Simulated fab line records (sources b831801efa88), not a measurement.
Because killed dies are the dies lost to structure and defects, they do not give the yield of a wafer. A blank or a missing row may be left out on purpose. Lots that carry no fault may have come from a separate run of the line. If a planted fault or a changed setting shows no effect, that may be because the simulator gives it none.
Check for tools in common | flow gf180mcu | Sample size 10 lots and 30 wafers

REASON IT WAS OPENED
Of 10 lots, 2 have the reading M3_ALCU_RS flagged at GF_M3_RS_MEAS_05. Wafers without a fault read 0.0696 ohm/sq, standard deviation 0.00098.
Rule: a lot is flagged in two cases, either no wafer of it has a number, or all its wafers with numbers fall more than 4 standard deviations from that mean. As for the other lots, they are considered sound.

lot  | measured     | on            | M3_ALCU_RS (ohm/sq), wafer by wafer | flag
L292 | day 20 17:17 | film metro-03 | 0.0701 0.0689 0.0698                |
L294 | day 21 12:07 | film metro-02 | 0.0719 0.0706 0.0712                |
L299 | day 23 09:31 | film metro-02 | 0.0942 0.0940 0.0946                | FLAGGED
L300 | day 23 21:52 | film metro-03 | 0.0935 0.0947 0.0960                | FLAGGED
L304 | day 25 04:44 | film metro-03 | 0.0686 0.0692 0.0691                |
L308 | day 26 07:12 | film metro-02 | 0.0697 0.0703 0.0695                |
L309 | day 26 15:13 | film metro-01 | 0.0683 0.0685 0.0679                |
L311 | day 27 08:15 | film metro-03 | 0.0696 0.0684 0.0690                |
L312 | day 27 12:14 | film metro-01 | 0.0684 0.0700 0.0694                |
L314 | day 28 01:58 | film metro-02 | 0.0690 0.0698 0.0697                |
The numbers of the flagged lots are 0.0945 ohm/sq on average: +0.0249 ohm/sq against the usual, or +25 standard deviations.

WHICH TOOL RAN EACH LOT
Before the reading, the record contains 3 process steps out of a 602-step route. In each cell: the tool, then ch and the chambers that the sampled wafers went through, then the start.
lot  | flag    | GF_M2_METAL_ETCH_16               | GF_V2_CVD_02                    | GF_M3_SPUTTER_02
L292 |         | rie metal-04 ch 0,1, day 19 14:12 | pecvd-03 ch 0,1, day 19 15:03   | pvd sputter-03, day 20 17:10
L294 |         | rie metal-01 ch 0,1, day 20 08:17 | pecvd-02 ch 0,1, day 20 09:04   | pvd sputter-01, day 21 12:01
L299 | FLAGGED | rie metal-02 ch 0,1, day 22 07:41 | pecvd-03 ch 0,1,2, day 22 08:28 | pvd sputter-01, day 23 09:26
L300 | FLAGGED | rie metal-04 ch 0, day 22 19:10   | pecvd-03 ch 0,1,2, day 22 19:58 | pvd sputter-01, day 23 21:44
L304 |         | rie metal-04 ch 0, day 24 03:20   | pecvd-02 ch 0,1, day 24 04:09   | pvd sputter-02, day 25 04:38
L308 |         | rie metal-02 ch 0,1, day 25 06:23 | pecvd-03 ch 1,2, day 25 07:34   | pvd sputter-01, day 26 07:05
L309 |         | rie metal-02 ch 0,1, day 25 14:29 | pecvd-01 ch 0,1, day 25 15:24   | pvd sputter-01, day 26 15:06
L311 |         | rie metal-01 ch 0,1, day 26 08:44 | pecvd-02 ch 0,1,2, day 26 09:31 | pvd sputter-01, day 27 08:06
L312 |         | rie metal-04 ch 0,1, day 26 12:18 | pecvd-02 ch 0,1, day 26 13:08   | pvd sputter-01, day 27 12:08
L314 |         | rie metal-01 ch 0,1, day 27 02:50 | pecvd-02 ch 1,2, day 27 03:36   | pvd sputter-01, day 28 01:50
What is done by these steps:
- GF_M2_METAL_ETCH_16: etches the open film in Cl2/BCl3, stops on SiO2, target depth 627.5 nm, time 104.6 s.
- GF_V2_CVD_02: deposits SiO2 from TEOS, target thk 850 nm, time 94.851 s.
- GF_M3_SPUTTER_02: material AlCu, target thk 450 nm, time 23.9 s.
- GF_M3_RS_MEAS_05: measures by four-point-probe.

FLAGGED OVER TOTAL, TOOL BY TOOL (the gauges that took the reading come last)
step                | tool           | lots run | flagged | share of the flagged lots | sound lots run after its first flagged lot
GF_M2_METAL_ETCH_16 | rie metal-01   | 3        | 0       | none                      | -
GF_M2_METAL_ETCH_16 | rie metal-02   | 3        | 1       | some                      | 2 (L308,L309)
GF_M2_METAL_ETCH_16 | rie metal-04   | 4        | 1       | some                      | 2 (L304,L312)
GF_V2_CVD_02        | pecvd-01       | 1        | 0       | none                      | -
GF_V2_CVD_02        | pecvd-02       | 5        | 0       | none                      | -
GF_V2_CVD_02        | pecvd-03       | 4        | 2       | all                       | 1 (L308)
GF_M3_SPUTTER_02    | pvd sputter-01 | 8        | 2       | all                       | 5 (L308,L309,L311,L312,L314)
GF_M3_SPUTTER_02    | pvd sputter-02 | 1        | 0       | none                      | -
GF_M3_SPUTTER_02    | pvd sputter-03 | 1        | 0       | none                      | -
GF_M3_RS_MEAS_05    | film metro-01  | 2        | 0       | none                      | -
GF_M3_RS_MEAS_05    | film metro-02  | 4        | 1       | some                      | 2 (L308,L314)
GF_M3_RS_MEAS_05    | film metro-03  | 4        | 1       | some                      | 2 (L304,L311)

WHAT THE TABLE ALLOWS
Table rows that saw every flagged lot: 2, namely pecvd-03 at GF_V2_CVD_02 and pvd sputter-01 at GF_M3_SPUTTER_02.
- pecvd-03 at GF_V2_CVD_02: 2 of its 4 lots flagged. Sound lots followed the first flagged one (L308) on it, something a lasting fault affecting the whole tool could not allow.
- pvd sputter-01 at GF_M3_SPUTTER_02: 2 of its 8 lots flagged. Sound lots followed the first flagged one (L308, L309, L311, L312, L314) on it, something a lasting fault affecting the whole tool could not allow.
None of the table's rows ran every flagged lot and, after the first, no sound lot.

WHAT THE SIMULATOR HAD PUT IN
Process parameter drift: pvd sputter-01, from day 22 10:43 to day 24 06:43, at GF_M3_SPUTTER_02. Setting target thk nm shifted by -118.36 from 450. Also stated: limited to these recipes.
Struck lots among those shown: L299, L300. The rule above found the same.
